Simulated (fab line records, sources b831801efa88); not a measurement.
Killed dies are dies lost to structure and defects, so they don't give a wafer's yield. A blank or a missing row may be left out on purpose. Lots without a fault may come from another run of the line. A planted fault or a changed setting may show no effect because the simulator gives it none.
Which tool did it? | flow sky130 | 9 lots, 27 wafers sampled, at 1 step of a route of 708

WHAT THE GAUGES READ, wafer by wafer
SKY_VIA2_THK_MEAS_01.
lot  | measured     | on            | VIA2_HDPCVD_THK (nm)
L409 | day 36 19:01 | film_metro-02 | 1188 1176 1190
L410 | day 36 20:52 | film_metro-01 | 1183 1171 1179
L411 | day 37 02:14 | film_metro-02 | 1190 1195 1186
L420 | day 40 00:40 | film_metro-01 | 1188 1190 1188
L421 | day 40 03:39 | film_metro-02 | 1179 1171 1189
L422 | day 40 15:28 | film_metro-02 | 1171 1164 1157
L425 | day 41 09:54 | film_metro-02 | 1171 1179 1182
L428 | day 42 07:35 | film_metro-01 | 1184 1195 1197
L429 | day 42 10:20 | film_metro-04 | 1175 1191 1176

WHICH TOOL RAN EACH LOT (tool, then ch and the chambers of the sampled wafers, then the start)
The record holds no process step before these readings.

THE ANSWER, worked out from the rows above alone
Rule: what is usual is taken from the lots themselves. Put in order of their means at a reading, lots are off if they are a third of the lots or fewer, leave a main group of 4 or more, and stand apart from it by a gap of 3 or more times the standard deviation of the main group's means; of several such gaps the widest counts. A main group whose means are all the same, to the digits that the tables above print for the reading, isn't used. A lot without any number at a reading at which 4 lots or more have one is off too. The other lots that the step has rows for count as sound.
No lot is off at any reading shown: from this, nothing can be told.

WHAT THE SIMULATOR HAD PUT IN
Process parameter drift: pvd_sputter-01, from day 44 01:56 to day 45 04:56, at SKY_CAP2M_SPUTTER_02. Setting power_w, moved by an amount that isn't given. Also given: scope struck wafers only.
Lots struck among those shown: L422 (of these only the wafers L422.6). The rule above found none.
